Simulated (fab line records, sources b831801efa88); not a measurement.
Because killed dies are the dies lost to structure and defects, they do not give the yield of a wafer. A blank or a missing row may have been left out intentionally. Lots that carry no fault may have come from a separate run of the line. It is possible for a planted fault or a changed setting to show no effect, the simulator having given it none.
fab line records + flow gf180mcu
record:
- lots: 14
- wafers: 42
- last-day: 34
route steps=602 shown HV_LDD@197 V1@352 M2@379 M3@423
lots that met no fault: taken from a fault-free run of the same line
start-h: the number of hours between the record's first day and the start of the first shown wafer of the lot + wait-h: hours elapsed since this lot's preceding step + " repeats the value in the row above + L1.1+2: a single row standing in for several wafers + - either no value or no given start + * or withheld: withheld + < > ~ a bound
route shown NAME@n: names a module that has steps shown in the file, with the first one's number in the route + usual: the fault-free wafers' mean and standard deviation + same: alike in all rows + chamber/n: place in a boat + sites: readings site by site + _std_site: how widely they spread, as a standard deviation + _edge_site: outer sites' mean less inner sites' + radius-mm: for every site, how far away it sits from the centre of the wafer + mask NAME#n: copy n + behind: the tool/chamber that last shaped the wafer + hold: the reason the lot was held/the length of the hold in hours/how it ended + device: which transistor (n, p or np) failed to switch + end of line: tests of these same wafers at the route's end + a step without rows: its recipe alone + killed: not the wafer's yield, but the dies lost to structure and defects at the first sort + map: the dies of a wafer, with x for killed, . for not killed, _ for no die there
set.NAME: the setting as run; set.NAME@STEP: as run at that earlier step + model.NAME: the simulator's own value behind a step, which no gauge read
the route's steps for a sample of lots (tables are steps, rows are wafers)
services: when a tool's chamber went out of use (start-h, in hours from the record's first day, below 0 if earlier), for how many hours, and the reason
== steps ==
step: GF_HV_LDD_IMPLANT_21
recipe:
- species: BF2
- energy-kev: 25
- dose-cm2: 5e+13
- tilt-deg: 7
usual:
- beam-energy-keV: 25.000/0.0077
- beam-on-s: 10.01/0.19
- faraday-current-uA: 282/5.5
| lot.wafer | tool         | chamber | start-h | wait-h | beam-energy-keV | beam-on-s | faraday-current-uA |
|-----------|--------------|---------|---------|--------|-----------------|-----------|--------------------|
| L805.2    | implanter-03 | 0       | 244.20  | 0.0    | 24.999          | 10.10     | 278                |
| L805.3    | "            | 0       | "       | "      | 24.996          | 9.68      | 291                |
| L805.4    | "            | 0       | "       | "      | 24.999          | 10.12     | 279                |
| L806.1    | implanter-04 | 0       | 245.08  | 0.0    | 24.991          | 9.78      | 288                |
| L806.2    | "            | 0       | "       | "      | 24.999          | 10.37     | 272                |
| L806.4    | "            | 0       | "       | "      | 25.015          | 9.77      | 289                |
| L808.1    | implanter-04 | 0       | 256.84  | 0.0    | 24.995          | 10.10     | 278                |
| L808.2    | "            | 0       | "       | "      | 25.008          | 10.04     | 280                |
| L808.3    | "            | 0       | "       | "      | 24.993          | 9.99      | 283                |
| L812.1    | implanter-04 | -       | 291.89  | 0.0    | -               | -         | -                  |
| L812.2    | "            | -       | "       | "      | -               | -         | -                  |
| L812.5    | "            | -       | "       | "      | -               | -         | -                  |
| L813.2    | implanter-03 | -       | 292.64  | 0.0    | -               | -         | -                  |
| L813.5    | "            | -       | "       | "      | -               | -         | -                  |
| L813.6    | "            | -       | "       | "      | -               | -         | -                  |
| L818.2    | implanter-04 | 0       | 334.82  | 0.0    | 25.000          | 10.13     | 278                |
| L818.3    | "            | 0       | "       | "      | 24.999          | 10.10     | 279                |
| L818.5    | "            | 0       | "       | "      | 24.991          | 9.90      | 284                |
| L821.2    | implanter-04 | 0       | 363.62  | 0.0    | 24.992          | 9.61      | 294                |
| L821.3    | "            | 0       | "       | "      | 24.988          | 10.04     | 281                |
| L821.4    | "            | 0       | "       | "      | 24.994          | 10.22     | 276                |
| L820.1    | implanter-01 | 0       | 364.08  | 0.0    | 25.000          | 10.14     | 278                |
| L820.3    | "            | 0       | "       | "      | 25.008          | 10.00     | 282                |
| L820.6    | "            | 0       | "       | "      | 25.004          | 10.20     | 276                |
| L822.2    | implanter-01 | 0       | 375.24  | 0.0    | 25.010          | 10.37     | 273                |
| L822.4    | "            | 0       | "       | "      | 25.016          | 9.98      | 282                |
| L822.5    | "            | 0       | "       | "      | 25.004          | 9.58      | 292                |
| L824.2    | implanter-04 | 0       | 384.29  | 0.0    | 24.996          | 9.93      | 283                |
| L824.5    | "            | 0       | "       | "      | 24.998          | 9.85      | 286                |
| L824.6    | "            | 0       | "       | "      | 25.011          | 10.14     | 276                |
| L825.1    | implanter-03 | 0       | 393.05  | 0.0    | 25.010          | 9.72      | 291                |
| L825.3    | "            | 0       | "       | "      | 24.998          | 9.95      | 283                |
| L825.4    | "            | 0       | "       | "      | 24.987          | 10.13     | 280                |
| L826.1    | implanter-03 | 0       | 398.67  | 0.0    | 25.007          | 10.10     | 279                |
| L826.3    | "            | 0       | "       | "      | 24.999          | 9.77      | 288                |
| L826.4    | "            | 0       | "       | "      | 25.002          | 10.39     | 271                |
| L827.1    | implanter-03 | 0       | 401.42  | 0.0    | 25.001          | 10.37     | 271                |
| L827.3    | "            | 0       | "       | "      | 24.994          | 10.04     | 280                |
| L827.6    | "            | 0       | "       | "      | 25.002          | 9.84      | 287                |
| L828.1    | implanter-04 | 0       | 412.84  | 0.0    | 25.004          | 10.26     | 274                |
| L828.2    | "            | 0       | "       | "      | 25.009          | 10.06     | 281                |
| L828.6    | "            | 0       | "       | "      | 25.006          | 10.03     | 282                |
step: GF_HV_LDD_TW_MEAS_23
usual:
- HV_LDD_2_TW: 1061/5.9
| lot.wafer | tool          | chamber | start-h | wait-h | HV_LDD_2_TW |
|-----------|---------------|---------|---------|--------|-------------|
| L805.2    | film-metro-02 | -       | 244.44  | 0.1    | 1062        |
| L805.3    | "             | -       | "       | "      | 1058        |
| L805.4    | "             | -       | "       | "      | 1067        |
| L806.1    | film-metro-04 | -       | 245.33  | 0.1    | 1047        |
| L806.2    | "             | -       | "       | "      | 1052        |
| L806.4    | "             | -       | "       | "      | 1053        |
| L808.1    | film-metro-01 | -       | 257.09  | 0.1    | 1060        |
| L808.2    | "             | -       | "       | "      | 1061        |
| L808.3    | "             | -       | "       | "      | 1066        |
| L812.1    | film-metro-01 | -       | 292.14  | 0.1    | 30          |
| L812.2    | "             | -       | "       | "      | 30          |
| L812.5    | "             | -       | "       | "      | 30          |
| L813.2    | film-metro-02 | -       | 292.88  | 0.1    | 30          |
| L813.5    | "             | -       | "       | "      | 30          |
| L813.6    | "             | -       | "       | "      | 30          |
| L818.2    | film-metro-02 | -       | 335.11  | 0.1    | 1065        |
| L818.3    | "             | -       | "       | "      | 1068        |
| L818.5    | "             | -       | "       | "      | 1059        |
| L821.2    | film-metro-02 | -       | 363.85  | 0.1    | 1065        |
| L821.3    | "             | -       | "       | "      | 1067        |
| L821.4    | "             | -       | "       | "      | 1061        |
| L820.1    | film-metro-01 | -       | 364.33  | 0.1    | 1068        |
| L820.3    | "             | -       | "       | "      | 1075        |
| L820.6    | "             | -       | "       | "      | 1076        |
| L822.2    | film-metro-02 | -       | 375.48  | 0.1    | 1061        |
| L822.4    | "             | -       | "       | "      | 1069        |
| L822.5    | "             | -       | "       | "      | 1065        |
| L824.2    | film-metro-02 | -       | 384.53  | 0.1    | 1057        |
| L824.5    | "             | -       | "       | "      | 1052        |
| L824.6    | "             | -       | "       | "      | 1058        |
| L825.1    | film-metro-02 | -       | 393.30  | 0.1    | 1056        |
| L825.3    | "             | -       | "       | "      | 1052        |
| L825.4    | "             | -       | "       | "      | 1056        |
| L826.1    | film-metro-01 | -       | 398.92  | 0.1    | 1056        |
| L826.3    | "             | -       | "       | "      | 1062        |
| L826.4    | "             | -       | "       | "      | 1059        |
| L827.1    | film-metro-04 | -       | 401.67  | 0.1    | 1059        |
| L827.3    | "             | -       | "       | "      | 1062        |
| L827.6    | "             | -       | "       | "      | 1065        |
| L828.1    | film-metro-04 | -       | 413.09  | 0.1    | 1059        |
| L828.2    | "             | -       | "       | "      | 1053        |
| L828.6    | "             | -       | "       | "      | 1057        |
step: GF_V1_ETCH_17
recipe:
- chemistry: C4F8/O2/Ar
- mask-material: KrF
- target: SiO2
- stop-on: TiN
- source-w: 1500
- bias-w: 1200
- pressure-mtorr: 40
- c4f8-flow-sccm: withheld
- O2_flow_sccm: 6
- Ar_flow_sccm: 300
- time-s: withheld
- target-depth-a: 6300
usual:
- oes-product-au: 0.856/0.0046
| lot.wafer | tool        | chamber | start-h | wait-h | oes-product-au |
|-----------|-------------|---------|---------|--------|----------------|
| L805.2    | rie-diel-02 | 0       | -       | -      | 0.859          |
| L805.3    | "           | 2       | "       | "      | 0.854          |
| L805.4    | "           | 1       | "       | "      | 0.851          |
| L806.1    | rie-diel-03 | 1       | -       | -      | 0.855          |
| L806.2    | "           | 3       | "       | "      | 0.852          |
| L806.4    | "           | 0       | "       | "      | 0.855          |
| L808.1    | rie-diel-02 | 1       | -       | -      | 0.861          |
| L808.2    | "           | 3       | "       | "      | 0.853          |
| L808.3    | "           | 0       | "       | "      | 0.859          |
| L818.2    | rie-diel-03 | 0       | -       | -      | 0.860          |
| L818.3    | "           | 1       | "       | "      | 0.858          |
| L818.5    | "           | 1       | "       | "      | 0.854          |
| L821.2    | rie-diel-02 | 0       | -       | -      | 0.851          |
| L821.3    | "           | 2       | "       | "      | 0.858          |
| L821.4    | "           | 1       | "       | "      | 0.859          |
| L820.1    | rie-diel-03 | 3       | -       | -      | 0.853          |
| L820.3    | "           | 2       | "       | "      | 0.857          |
| L820.6    | "           | 3       | "       | "      | 0.843          |
| L822.2    | rie-diel-02 | 2       | -       | -      | 0.861          |
| L822.4    | "           | 3       | "       | "      | 0.854          |
| L822.5    | "           | 1       | "       | "      | 0.858          |
| L824.2    | rie-diel-01 | 2       | -       | -      | 0.858          |
| L824.5    | "           | 2       | "       | "      | 0.859          |
| L824.6    | "           | 0       | "       | "      | 0.855          |
| L825.1    | rie-diel-03 | 2       | -       | -      | 0.856          |
| L825.3    | "           | 3       | "       | "      | 0.857          |
| L825.4    | "           | 0       | "       | "      | 0.855          |
| L826.1    | rie-diel-03 | 1       | -       | -      | 0.852          |
| L826.3    | "           | 3       | "       | "      | 0.860          |
| L826.4    | "           | 2       | "       | "      | 0.853          |
| L827.1    | rie-diel-02 | 2       | -       | -      | 0.856          |
| L827.3    | "           | 1       | "       | "      | 0.868          |
| L827.6    | "           | 3       | "       | "      | 0.852          |
| L828.1    | rie-diel-03 | 0       | -       | -      | 0.859          |
| L828.2    | "           | 2       | "       | "      | 0.859          |
| L828.6    | "           | 0       | "       | "      | 0.852          |
step: GF_M2_STRIP_17
recipe:
- chemistry: O2/N2
- power-w: 1400
- pressure-mtorr: 1500
- platen-temp-c: 250
- o2-flow-sccm: 3000
- n2-flow-sccm: 300
- overash-fraction: 0.5
usual:
- drypump-motor-current-A: 5.6/0.45
- heater-power-w: 351/29
- oes-product-au: 0.559/0.0049
- strip-time-to-endpoint-s: 7.89/0.041
| lot.wafer | tool            | chamber | start-h | wait-h | drypump-motor-current-A | heater-power-w | oes-product-au | rf-hours-counter-h | strip-time-to-endpoint-s |
|-----------|-----------------|---------|---------|--------|-------------------------|----------------|----------------|--------------------|--------------------------|
| L805.2    | plasma-asher-01 | 0       | 452.52  | 0.1    | 4.8                     | 333            | 0.562          | 2                  | 7.82                     |
| L805.3    | "               | 1       | "       | "      | 5.9                     | 350            | 0.571          | -                  | 7.92                     |
| L805.4    | "               | 0       | "       | "      | 4.8                     | 341            | 0.560          | -                  | 7.84                     |
| L806.1    | plasma-asher-04 | 0       | 453.17  | 0.1    | 5.8                     | 350            | 0.558          | 80                 | 7.91                     |
| L806.2    | "               | 1       | "       | "      | 5.7                     | 322            | 0.554          | 80                 | 7.85                     |
| L806.4    | "               | 1       | "       | "      | 5.7                     | 326            | 0.550          | -                  | 7.89                     |
| L808.1    | plasma-asher-01 | 1       | 467.64  | 0.1    | 5.9                     | 339            | 0.555          | 4                  | 7.90                     |
| L808.2    | "               | 0       | "       | "      | 4.8                     | 331            | 0.564          | 4                  | 7.85                     |
| L808.3    | "               | 0       | "       | "      | 4.8                     | 345            | 0.556          | -                  | 7.87                     |
| L818.2    | plasma-asher-02 | 0       | 555.75  | 0.1    | 6.0                     | 441            | 0.560          | 44                 | 7.88                     |
| L818.3    | "               | 0       | "       | "      | 6.0                     | 415            | 0.552          | -                  | 7.88                     |
| L818.5    | "               | 0       | "       | "      | 6.0                     | 416            | 0.554          | -                  | 7.87                     |
| L821.2    | plasma-asher-01 | 1       | 584.50  | 0.1    | 5.9                     | 353            | 0.560          | 16                 | 7.87                     |
| L821.3    | "               | 1       | "       | "      | 5.9                     | 343            | 0.562          | -                  | 7.86                     |
| L821.4    | "               | 0       | "       | "      | 4.8                     | 334            | 0.555          | -                  | 7.85                     |
| L820.1    | plasma-asher-02 | 1       | 586.89  | 0.1    | 5.5                     | 348            | 0.562          | 48                 | 7.88                     |
| L820.3    | "               | 0       | "       | "      | 6.0                     | 421            | 0.558          | -                  | 7.85                     |
| L820.6    | "               | 1       | "       | "      | 5.5                     | 353            | 0.551          | -                  | 7.92                     |
| L822.2    | plasma-asher-02 | 0       | 595.45  | 0.1    | 6.0                     | 421            | 0.551          | 49                 | 7.89                     |
| L822.4    | "               | 1       | "       | "      | 5.5                     | 352            | 0.558          | -                  | 7.90                     |
| L822.5    | "               | 1       | "       | "      | 5.5                     | 340            | 0.558          | -                  | 7.89                     |
| L824.2    | plasma-asher-02 | 1       | 604.09  | 0.1    | 5.5                     | 345            | 0.554          | 50                 | 7.87                     |
| L824.5    | "               | 0       | "       | "      | 6.1                     | 423            | 0.559          | -                  | 7.96                     |
| L824.6    | "               | 1       | "       | "      | 5.5                     | 353            | 0.557          | -                  | 7.90                     |
| L825.1    | plasma-asher-04 | 0       | 612.69  | 0.1    | 5.8                     | 352            | 0.557          | 96                 | 7.95                     |
| L825.3    | "               | 1       | "       | "      | 5.7                     | 324            | 0.555          | -                  | 7.86                     |
| L825.4    | "               | 0       | "       | "      | 5.8                     | 357            | 0.560          | -                  | 7.94                     |
| L826.1    | plasma-asher-04 | 1       | 617.61  | 0.1    | 5.7                     | 323            | 0.556          | 96                 | 7.91                     |
| L826.3    | "               | 1       | "       | "      | 5.7                     | 334            | 0.563          | -                  | 7.94                     |
| L826.4    | "               | 0       | "       | "      | 5.8                     | 345            | 0.553          | -                  | 7.92                     |
| L827.1    | plasma-asher-02 | 1       | 620.50  | 0.1    | 5.5                     | 351            | 0.557          | 51                 | 7.91                     |
| L827.3    | "               | 0       | "       | "      | 6.0                     | 422            | 0.560          | -                  | 7.91                     |
| L827.6    | "               | 1       | "       | "      | 5.5                     | 356            | 0.559          | -                  | 7.93                     |
| L828.1    | plasma-asher-04 | 1       | 628.64  | 0.1    | 5.7                     | 322            | 0.562          | 98                 | 7.97                     |
| L828.2    | "               | 0       | "       | "      | 5.8                     | 353            | 0.554          | 98                 | 7.88                     |
| L828.6    | "               | 1       | "       | "      | 5.8                     | 330            | 0.561          | -                  | 7.91                     |
step: GF_M3_CD_MEAS_14
recipe:
- target-cd-nm: 280
usual:
- cd-nm: 279.8/1.4
| lot.wafer | tool      | chamber | start-h | wait-h | cd-nm |
|-----------|-----------|---------|---------|--------|-------|
| L805.2    | cd-sem-01 | -       | 504.98  | 0.1    | 279.6 |
| L805.3    | "         | -       | "       | "      | 280.3 |
| L805.4    | "         | -       | "       | "      | 280.0 |
| L806.1    | cd-sem-02 | -       | 505.51  | 0.2    | 281.4 |
| L806.2    | "         | -       | "       | "      | 281.4 |
| L806.4    | "         | -       | "       | "      | 281.0 |
| L808.1    | cd-sem-02 | -       | 517.30  | 0.1    | 276.0 |
| L808.2    | "         | -       | "       | "      | 276.4 |
| L808.3    | "         | -       | "       | "      | 275.9 |
| L818.2    | cd-sem-01 | -       | 601.64  | 0.1    | 281.2 |
| L818.3    | "         | -       | "       | "      | 280.9 |
| L818.5    | "         | -       | "       | "      | 280.8 |
| L821.2    | cd-sem-01 | -       | 629.34  | 0.1    | 280.0 |
| L821.3    | "         | -       | "       | "      | 280.5 |
| L821.4    | "         | -       | "       | "      | 280.7 |
| L820.1    | cd-sem-01 | -       | 630.44  | 0.1    | 279.8 |
| L820.3    | "         | -       | "       | "      | 278.3 |
| L820.6    | "         | -       | "       | "      | 278.2 |
| L822.2    | cd-sem-01 | -       | 639.33  | 0.1    | 279.5 |
| L822.4    | "         | -       | "       | "      | 280.5 |
| L822.5    | "         | -       | "       | "      | 279.8 |
| L824.2    | cd-sem-01 | -       | 647.30  | 0.1    | 279.0 |
| L824.5    | "         | -       | "       | "      | 280.2 |
| L824.6    | "         | -       | "       | "      | 279.5 |
| L825.1    | cd-sem-01 | -       | 655.29  | 0.1    | 280.3 |
| L825.3    | "         | -       | "       | "      | 280.7 |
| L825.4    | "         | -       | "       | "      | 280.0 |
| L826.1    | cd-sem-01 | -       | 660.14  | 0.1    | 278.0 |
| L826.3    | "         | -       | "       | "      | 277.7 |
| L826.4    | "         | -       | "       | "      | 277.7 |
| L827.1    | cd-sem-01 | -       | 663.34  | 0.1    | 280.1 |
| L827.3    | "         | -       | "       | "      | 279.5 |
| L827.6    | "         | -       | "       | "      | 279.6 |
| L828.1    | cd-sem-01 | -       | 669.84  | 0.2    | 277.6 |
| L828.2    | "         | -       | "       | "      | 279.1 |
| L828.6    | "         | -       | "       | "      | 278.5 |
== services ==
| tool            | chamber | start-h | hours | kind   |
|-----------------|---------|---------|-------|--------|
| implanter-03    | -       | 220.35  | 4.9   | pm     |
| implanter-04    | -       | 246.87  | 8.5   | repair |
| rie-diel-02     | 0       | 250.36  | 20.8  | repair |
| rie-diel-02     | 2       | 257.07  | 4.0   | repair |
| rie-diel-03     | 3       | 276.26  | 4.8   | repair |
| implanter-04    | -       | 276.51  | 6.8   | repair |
| rie-diel-03     | 0       | 280.14  | 2.6   | repair |
| implanter-04    | -       | 282.00  | 5.5   | repair |
| implanter-03    | -       | 293.04  | 2.6   | repair |
| implanter-04    | -       | 297.93  | 1.2   | repair |
| implanter-04    | -       | 298.33  | 2.4   | repair |
| plasma-asher-02 | -       | 301.99  | 0.8   | repair |
| implanter-04    | -       | 304.22  | 4.8   | pm     |
| rie-diel-02     | 3       | 313.11  | 10.5  | repair |
| plasma-asher-02 | -       | 379.03  | 14.6  | pm     |
| rie-diel-02     | 2       | 392.13  | 13.5  | repair |
| plasma-asher-02 | -       | 408.18  | 0.9   | repair |
| implanter-03    | -       | 423.67  | 3.0   | repair |
| rie-diel-02     | 2       | 460.15  | 5.1   | repair |
| implanter-03    | -       | 501.54  | 0.9   | repair |
| rie-diel-03     | 3       | 519.77  | 15.1  | repair |
| rie-diel-03     | 0       | 553.18  | 8.0   | repair |
| rie-diel-03     | 0       | 562.57  | 6.5   | repair |
| implanter-04    | -       | 601.83  | 2.7   | pm     |
== key ==
first-sign:
- step: GF_HV_LDD_IMPLANT_21
- reading: tool-record
- direction: missing
effect:
- step: GF_HV_LDD_TW_MEAS_23
- reading: HV_LDD_2_TW
- direction: down
- sigmas: 99+
- usual: 1061
- struck: 30
met-at GF_HV_LDD_IMPLANT_21
struck-lots L812,L813
later-rows-left-out L812.1,L812.2,L812.5,L813.2,L813.5,L813.6
sort-left-out L812.1,L812.2,L812.5,L813.2,L813.5,L813.6
tester-left-out L812,L813
not-acting-at GF_V1_ETCH_17,GF_M2_STRIP_17,GF_M3_CD_MEAS_14
onset-between 256.84 291.89
fault:
- kind: skipped-step-whole
- tool: implanter-03,implanter-04
- chamber: -
- onset-h: 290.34
- steps: GF_HV_LDD_IMPLANT_21
- scope: struck-lots-only
tester-left-out: of these lots the tester's yield and bins aren't shown, on N5 and GAA mostly nor the transistor test; their killed dies are dies lost to structure and defects alone, not to doping, threshold or leakage, so they don't give the yield
sort-left-out: the simulated sort isn't trusted on such a fault, so these wafers' sort isn't shown, and their yield isn't known
later-rows-left-out: the simulator's readings of these wafers behind a module that went badly wrong aren't trusted and aren't shown, but for the sort
